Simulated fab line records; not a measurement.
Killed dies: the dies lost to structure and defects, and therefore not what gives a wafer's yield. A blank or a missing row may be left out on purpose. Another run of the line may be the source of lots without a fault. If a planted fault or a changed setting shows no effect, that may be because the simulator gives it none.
fab line records    flow sky130
record: lots: 5  wafers: 15  last_day: 50
route steps=708 shown NWELL@61 PAD_OPEN@708
lots with no fault: from the same line, run without faults
start_h: the number of hours between the record's first day and the start of the first shown wafer of the lot    wait_h: hours since the lot's step before    " as in the row above    L1.1+2: one row covering several wafers at once    - value missing, or start not given    * or withheld: withheld    < > ~ a bound
route shown NAME@n: a module of which the file shows steps, and the number in the route of the first    usual: mean and standard deviation over wafers with no fault    same: alike in all rows    chamber/n: place in a boat    sites: the reading at each site    _std_site: the standard deviation of these    _edge_site: mean of outer sites minus mean of inner sites    radius_mm: for every site, how far away it sits from the centre of the wafer    mask NAME#n: copy n    behind: the last tool/chamber to shape the wafer    hold: the reason the lot was held/the length of the hold in hours/how it ended    device: whichever transistor did not switch (one of n, p or np)    end of line: the tests these same wafers got at the end of their route    for a step that has no rows: nothing shown but its recipe    killed: not the wafer's yield, but the dies lost to structure and defects at the first sort    map: dies across one wafer; x = killed, . = not, _ = none there
set.NAME: setting as actually run; set.NAME@STEP: the setting as run at that earlier step    model.NAME: the simulator's own value behind a step, which no gauge read
a table for each step, a row for each wafer; lots at some steps of the route
services: the hour from which a tool's chamber was out of use, counted from the record's first day as start_h (under 0 if before that day), plus the number of hours and why
== steps ==
step: SKY_NWELL_PEB_08
recipe: temp_c: 115  time_s: withheld
step: SKY_NWELL_DEVELOP_09
recipe: wall_angle_deg: 90  developer: TMAH  develop_time_s: 60  dev_temp_c: 23
step: SKY_NWELL_OVL_MEAS_10
usual: NWELL_00_OVL: -0.4/1.5
lot.wafer  tool        chamber  start_h  wait_h  NWELL_00_OVL[nm]
L324.1     overlay-02  -        124.21   -       1.4
L324.2     "           -        "        "       1.7
L324.5     "           -        "        "       -0.2
L326.2     overlay-01  -        135.05   -       0.2
L326.4     "           -        "        "       2.3
L326.6     "           -        "        "       1.5
L331.3     overlay-01  -        168.57   -       1.5
L331.4     "           -        "        "       0.3
L331.6     "           -        "        "       -0.6
L339.1     overlay-01  -        215.31   -       0.9
L339.3     "           -        "        "       -1.6
L339.6     "           -        "        "       0.4
L340.2     overlay-02  -        223.07   -       0.9
L340.3     "           -        "        "       1.1
L340.4     "           -        "        "       -0.2
step: SKY_NWELL_IMPLANT_11
recipe: species: P  energy_kev: 400  dose_cm2: 1.9e+13  tilt_deg: withheld
step: SKY_NWELL_IMPLANT_12
recipe: species: P  energy_kev: 120  dose_cm2: 1.3e+12  tilt_deg: withheld
step: SKY_NWELL_IMPLANT_13
recipe: species: P  energy_kev: 50  dose_cm2: 7e+11  tilt_deg: withheld
step: SKY_NWELL_STRIP_14
recipe: chemistry: O2/N2  power_w: 1400  pressure_mtorr: 1500  platen_temp_c: withheld  o2_flow_sccm: 3000  n2_flow_sccm: 300  overash_fraction: 0.5
usual: drypump_motor_current_A: 5.70/0.28  o2_flow_sccm: 3001/9  oes_product_au: 0.722/0.0048  strip_time_to_endpoint_s: 36.92/0.1
lot.wafer  tool             chamber  start_h  wait_h  drypump_motor_current_A  o2_flow_sccm  oes_product_au  rf_hours_counter_h  strip_time_to_endpoint_s
L324.1     plasma_asher-04  0        124.70   0.1     5.75                     3012          0.726           43                  36.97
L324.2     "                1        "        "       5.24                     3017          0.718           43                  36.91
L324.5     "                1        "        "       5.28                     3017          0.714           -                   36.99
L326.2     plasma_asher-01  1        135.53   0.1     5.98                     2977          0.723           48                  36.93
L326.4     "                0        "        "       5.55                     2996          0.726           -                   36.93
L326.6     "                1        "        "       5.99                     2983          0.728           -                   36.97
L331.3     plasma_asher-01  0        169.08   0.1     5.56                     3000          0.729           -                   36.92
L331.4     "                1        "        "       6.06                     3005          0.730           -                   36.85
L331.6     "                1        "        "       6.03                     2991          0.720           -                   36.91
L339.1     plasma_asher-04  0        215.80   0.1     5.75                     2999          0.723           52                  37.08
L339.3     "                1        "        "       5.26                     3013          0.723           -                   36.94
L339.6     "                1        "        "       5.24                     3025          0.723           -                   37.03
L340.2     plasma_asher-03  0        223.55   0.1     5.96                     3019          0.721           39                  36.95
L340.3     "                0        "        "       5.98                     3002          0.717           -                   36.92
L340.4     "                1        "        "       5.92                     3004          0.719           -                   36.95
step: SKY_NWELL_TW_MEAS_15
usual: NWELL_TW: 1812/7.3
lot.wafer  tool           chamber  start_h  wait_h  NWELL_TW
L324.1     film_metro-01  -        124.80   0.1     1812
L324.2     "              -        "        "       1805
L324.5     "              -        "        "       1811
L326.2     film_metro-03  -        135.64   0.1     1809
L326.4     "              -        "        "       1813
L326.6     "              -        "        "       1810
L331.3     film_metro-04  -        169.17   0.1     1818
L331.4     "              -        "        "       1815
L331.6     "              -        "        "       1820
L339.1     film_metro-04  -        215.90   0.1     1801
L339.3     "              -        "        "       1794
L339.6     "              -        "        "       1797
L340.2     film_metro-03  -        223.66   0.1     1829
L340.3     "              -        "        "       1812
L340.4     "              -        "        "       1813
step: SKY_NWELL_DEHYDRATE_16
recipe: temp_c: 200  time_s: 60
step: SKY_NWELL_HMDS_17
recipe: prime_time_s: 60  prime_temp_c: 120
step: SKY_NWELL_COAT_18
recipe: spin_rpm: 2000  resist_thk_nm: 3000
step: SKY_NWELL_SOFTBAKE_19
recipe: temp_c: 110  time_s: withheld
step: SKY_NWELL_EXPOSE_20
recipe: mask_id: NWM_COMPLEMENT  na: 0.6  source_shape: conventional  sigma_outer: 0.6  polarization: unpolarized  target_cd_nm: 840  dose_mj: 260
usual: reticle_temp_C: 22.99/0.13
same: na: 0.6
lot.wafer  tool              chamber  start_h  wait_h  mask              reticle_temp_C
L324.1     iline_stepper-02  0        134.94   -       NWM_COMPLEMENT#0  22.96
L324.2     "                 0        "        "       NWM_COMPLEMENT#0  22.98
L324.5     "                 0        "        "       NWM_COMPLEMENT#0  23.00
L326.2     iline_stepper-01  0        145.22   -       NWM_COMPLEMENT#0  22.87
L326.4     "                 0        "        "       NWM_COMPLEMENT#0  22.77
L326.6     "                 0        "        "       NWM_COMPLEMENT#0  22.77
L331.3     iline_stepper-02  0        179.46   -       HVTPM#0           22.89
L331.4     "                 0        "        "       HVTPM#0           22.91
L331.6     "                 0        "        "       HVTPM#0           22.96
L339.1     iline_stepper-02  0        226.86   -       NWM_COMPLEMENT#0  22.95
L339.3     "                 0        "        "       NWM_COMPLEMENT#0  23.09
L339.6     "                 0        "        "       NWM_COMPLEMENT#0  22.88
L340.2     iline_stepper-01  0        235.39   -       NWM_COMPLEMENT#0  23.18
L340.3     "                 0        "        "       NWM_COMPLEMENT#0  22.97
L340.4     "                 0        "        "       NWM_COMPLEMENT#0  22.92
step: SKY_NWELL_PEB_21
recipe: temp_c: 115  time_s: withheld
step: SKY_NWELL_DEVELOP_22
recipe: wall_angle_deg: 90  developer: TMAH  develop_time_s: 60  dev_temp_c: 23
step: SKY_NWELL_OVL_MEAS_23
usual: NWELL_01_OVL: 0.1/1.3
lot.wafer  tool        chamber  start_h  wait_h  NWELL_01_OVL[nm]
L324.1     overlay-02  -        144.71   -       -1.0
L324.2     "           -        "        "       0.8
L324.5     "           -        "        "       0.2
L326.2     overlay-01  -        154.70   -       0.4
L326.4     "           -        "        "       -0.3
L326.6     "           -        "        "       1.8
L331.3     overlay-01  -        190.11   -       -
L331.4     "           -        "        "       -
L331.6     "           -        "        "       -
L339.1     overlay-01  -        238.86   -       -0.4
L339.3     "           -        "        "       1.1
L339.6     "           -        "        "       1.0
L340.2     overlay-01  -        246.67   -       1.2
L340.3     "           -        "        "       -0.7
L340.4     "           -        "        "       -1.6
step: SKY_NWELL_IMPLANT_24
recipe: species: B  energy_kev: 140  dose_cm2: 9.2e+12  tilt_deg: withheld
step: SKY_NWELL_STRIP_25
recipe: chemistry: O2/N2  power_w: 1400  pressure_mtorr: 1500  platen_temp_c: withheld  o2_flow_sccm: 3000  n2_flow_sccm: 300  overash_fraction: 0.5
usual: drypump_motor_current_A: 5.69/0.28  o2_flow_sccm: 2999/9.3  oes_product_au: 0.723/0.0049  strip_time_to_endpoint_s: 36.99/0.087
lot.wafer  tool             chamber  start_h  wait_h  drypump_motor_current_A  o2_flow_sccm  oes_product_au  rf_hours_counter_h  strip_time_to_endpoint_s
L324.1     plasma_asher-03  1        144.90   0.1     5.90                     3005          0.722           32                  37.11
L324.2     "                0        "        "       5.97                     2999          0.723           32                  37.09
L324.5     "                1        "        "       5.89                     3006          0.718           -                   37.01
L326.2     plasma_asher-04  0        154.88   0.1     5.72                     3005          0.723           46                  36.97
L326.4     "                0        "        "       5.74                     2996          0.718           -                   37.06
L326.6     "                0        "        "       5.72                     2997          0.731           -                   36.94
L331.3     plasma_asher-03  0        190.32   0.1     5.98                     3004          0.716           -                   36.74
L331.4     "                1        "        "       5.91                     3000          0.728           -                   36.81
L331.6     "                0        "        "       5.93                     2988          0.726           -                   36.86
L339.1     plasma_asher-01  1        239.05   0.1     6.02                     3006          0.725           59                  37.01
L339.3     "                1        "        "       6.02                     2998          0.724           -                   37.02
L339.6     "                1        "        "       6.07                     2997          0.721           -                   37.00
L340.2     plasma_asher-01  1        246.85   0.1     6.04                     3000          0.722           60                  37.07
L340.3     "                0        "        "       5.52                     2989          0.732           -                   37.00
L340.4     "                1        "        "       6.02                     3006          0.728           -                   37.06
step: SKY_NWELL_TW_MEAS_26
usual: NWELL_2_TW: 495.1/2.2
lot.wafer  tool           chamber  start_h  wait_h  hold                      NWELL_2_TW
L324.1     film_metro-01  -        145.00   0.1     -                         500.2
L324.2     "              -        "        "       -                         493.6
L324.5     "              -        "        "       -                         497.6
L326.2     film_metro-04  -        154.99   0.1     -                         493.3
L326.4     "              -        "        "       -                         496.5
L326.6     "              -        "        "       -                         495.2
L331.3     film_metro-04  -        190.40   0.1     await_dispo/0.2h/release  30.1
L331.4     "              -        "        "       await_dispo/0.2h/release  30.0
L331.6     "              -        "        "       await_dispo/0.2h/release  30.0
L331.3     film_metro-04  -        190.63   0.2     -                         30.1
L331.4     "              -        "        "       -                         30.0
L331.6     "              -        "        "       -                         30.2
L339.1     film_metro-01  -        239.15   0.1     -                         492.5
L339.3     "              -        "        "       -                         495.2
L339.6     "              -        "        "       -                         494.0
L340.2     film_metro-04  -        246.96   0.1     -                         502.3
L340.3     "              -        "        "       -                         496.5
L340.4     "              -        "        "       -                         498.8
step: SKY_PAD_OPEN_PROBE_99
usual: defect_limited_yield: 82.4/1.8  killed_at_M0_to_M3: 44/6  killed_at_M4_up: 2.9/1.5  killed_at_contacts: 24/4.9  killed_at_front_end: 16/4.3  killed_at_other: 0.3/0.54  killed_dies: 87/8.7  killed_on_rim: 17/3.6  killed_open: 48/6.7  killed_short: 39/5.9  sort_bin_3_pad_short: 0.9/0.4  sort_bin_5_function: 10.5/1.5  sort_bin_6_memory: 6.2/1.1  sort_n_pass: 405/8.7  sort_yield_pct: 82.4/1.8
same: gross_dies: 492  killed_at_back_side: 0  sort_bin_4_leakage[%]: 0  sort_bin_8_speed[%]: 0
lot.wafer  tool       chamber  start_h  wait_h  defect_limited_yield[%]  killed_at_M0_to_M3  killed_at_M4_up  killed_at_contacts  killed_at_front_end  killed_at_other  killed_dies  killed_on_rim  killed_open  killed_short  sort_bin_3_pad_short[%]  sort_bin_5_function[%]  sort_bin_6_memory[%]  sort_n_pass  sort_yield_pct[%]
L324.1     prober-01  -        1120.20  0.1     85.6                     39                  2                18                  12                   0                71           12             39           32            0.8                      9.6                     4.1                   421          85.6
L324.2     prober-01  -        1120.25  0.1     85.8                     33                  3                18                  16                   0                70           11             38           32            0.8                      8.5                     4.9                   422          85.8
L324.5     prober-01  -        1120.40  0.2     83.9                     43                  3                21                  12                   0                79           14             42           37            0.2                      10.2                    5.7                   413          83.9
L326.2     prober-01  -        1127.06  0.1     82.7                     45                  1                26                  13                   0                85           19             48           37            0.4                      11.6                    5.3                   407          82.7
L326.4     prober-01  -        1127.16  0.2     81.3                     56                  3                14                  18                   1                92           21             36           56            1.2                      10.6                    6.9                   400          81.3
L326.6     prober-01  -        1127.26  0.2     85.4                     39                  1                21                  11                   0                72           9              37           35            0.8                      7.9                     5.9                   420          85.4
L339.1     prober-02  -        1193.55  0.1     86.0                     35                  4                14                  16                   0                69           17             35           34            0.8                      8.9                     4.3                   423          86.0
L339.3     prober-02  -        1193.65  0.2     77.8                     46                  5                29                  29                   0                109          21             59           50            0.8                      14.0                    7.3                   383          77.8
L339.6     prober-02  -        1193.80  0.2     81.5                     41                  3                23                  24                   0                91           18             45           46            1.2                      11.0                    6.3                   401          81.5
L340.2     prober-01  -        1198.40  0.1     80.9                     48                  4                21                  21                   0                94           16             53           41            0.6                      10.4                    8.1                   398          80.9
L340.3     prober-01  -        1198.45  0.2     81.1                     37                  4                34                  17                   1                93           17             41           52            1.0                      12.0                    5.9                   399          81.1
L340.4     prober-01  -        1198.50  0.2     81.3                     44                  4                24                  20                   0                92           17             52           40            1.4                      8.9                     8.3                   400          81.3
killed by level:class
L324.1 VIA1:geometric_particle:open=12 CONTACT:geometric_particle:open=6 VIA3:geometric_particle:open=6 VIA2:geometric_particle:open=5 METAL2:geometric_particle:short=5 FIELD_ISO:geometric_particle:open=4 CONTACT:geometric_particle:short=4 METAL1:geometric_particle:short=3
L324.2 CONTACT:geometric_particle:open=8 VIA1:geometric_particle:open=8 LI_CONTACT:geometric_particle:open=6 VIA1:geometric_particle:short=6 POLY_GATE:geometric_particle:short=5 METAL1:geometric_particle:short=5 FIELD_ISO:geometric_particle:open=4 POLY_GATE:geometric_particle:open=3
L324.5 VIA1:geometric_particle:open=14 CONTACT:geometric_particle:open=7 METAL1:geometric_particle:short=6 CONTACT:geometric_particle:short=6 VIA1:geometric_particle:short=6 FIELD_ISO:geometric_particle:open=5 POLY_GATE:geometric_particle:short=4 LI_CONTACT:geometric_particle:open=4
L326.2 VIA2:geometric_particle:open=11 LI_CONTACT:geometric_particle:open=9 CONTACT:geometric_particle:open=9 VIA1:geometric_particle:short=7 METAL2:geometric_particle:short=6 VIA3:geometric_particle:open=6 POLY_GATE:geometric_particle:open=5 METAL1:geometric_particle:short=4
L326.4 METAL1:geometric_particle:short=10 METAL2:geometric_particle:short=8 VIA3:geometric_particle:open=7 VIA1:geometric_particle:open=7 VIA2:geometric_particle:open=7 POLY_GATE:geometric_particle:short=5 VIA2:geometric_particle:short=5 FIELD_ISO:geometric_particle:short=4
L326.6 LI_CONTACT:geometric_particle:open=9 VIA2:geometric_particle:open=9 FIELD_ISO:geometric_particle:short=6 CONTACT:geometric_particle:open=6 VIA1:geometric_particle:short=5 METAL2:geometric_particle:short=5 METAL1:geometric_particle:short=4 VIA1:geometric_particle:open=4
L339.1 VIA1:geometric_particle:open=7 VIA2:geometric_particle:open=6 VIA3:geometric_particle:open=6 FIELD_ISO:geometric_particle:short=5 VIA1:geometric_particle:short=5 FIELD_ISO:geometric_particle:open=4 POLY_GATE:geometric_particle:short=4 CONTACT:geometric_particle:open=4
L339.3 VIA3:geometric_particle:open=10 VIA1:geometric_particle:open=10 CONTACT:geometric_particle:open=9 FIELD_ISO:geometric_particle:short=8 LI_CONTACT:geometric_particle:open=8 VIA2:geometric_particle:open=7 POLY_GATE:geometric_particle:open=6 METAL1:geometric_particle:short=6
L339.6 POLY_GATE:geometric_particle:open=8 CONTACT:geometric_particle:open=8 VIA2:geometric_particle:open=7 METAL1:geometric_particle:short=7 VIA1:geometric_particle:short=6 VIA1:geometric_particle:open=6 FIELD_ISO:geometric_particle:short=5 CONTACT:geometric_particle:short=5
L340.2 VIA2:geometric_particle:open=11 VIA1:geometric_particle:short=10 VIA1:geometric_particle:open=8 FIELD_ISO:geometric_particle:open=7 LI_CONTACT:geometric_particle:open=7 CONTACT:geometric_particle:open=7 FIELD_ISO:geometric_particle:short=6 CONTACT:geometric_particle:short=6
L340.3 CONTACT:geometric_particle:open=11 CONTACT:geometric_particle:short=9 LI_CONTACT:geometric_particle:open=8 METAL1:geometric_particle:short=6 VIA3:geometric_particle:short=6 FIELD_ISO:geometric_particle:short=5 VIA2:geometric_particle:open=5 VIA1:geometric_particle:open=5
L340.4 CONTACT:geometric_particle:open=9 VIA1:geometric_particle:open=9 METAL1:geometric_particle:short=8 VIA2:geometric_particle:open=8 POLY_GATE:geometric_particle:open=6 LI_CONTACT:geometric_particle:open=6 CONTACT:geometric_particle:short=6 POLY_GATE:geometric_particle:short=4
== services ==
tool              chamber  start_h  hours  kind
iline_stepper-01  0        100.70   -      calibration
iline_stepper-02  -        154.80   1.7    pm
plasma_asher-04   -        157.24   3.4    repair
plasma_asher-03   -        169.87   14.6   pm
iline_stepper-02  -        188.38   9.8    repair
iline_stepper-02  0        191.63   -      calibration
iline_stepper-02  -        229.18   5.2    repair
== key ==
first_sign: step: SKY_NWELL_EXPOSE_20  reading: mask  direction: changed
effect: step: SKY_NWELL_OVL_MEAS_23  reading: NWELL_01_OVL  direction: missing
effect: step: SKY_NWELL_TW_MEAS_26  reading: visit  direction: added
effect: step: SKY_NWELL_TW_MEAS_26  reading: NWELL_2_TW  direction: down  sigmas: 99+  usual: 495.1  struck: 30.0
met_at SKY_NWELL_EXPOSE_20
struck_wafers L331.3,L331.4,L331.6
scrapped_behind SKY_NWELL_TW_MEAS_26 L331.3,L331.4,L331.6
onset_between 134.94 179.46
fault: kind: wrong_mask  tool: any  chamber: -  onset_h: 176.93  steps: SKY_NWELL_EXPOSE_20  aux_copy: HVTPM#0  scope: struck_lots_only
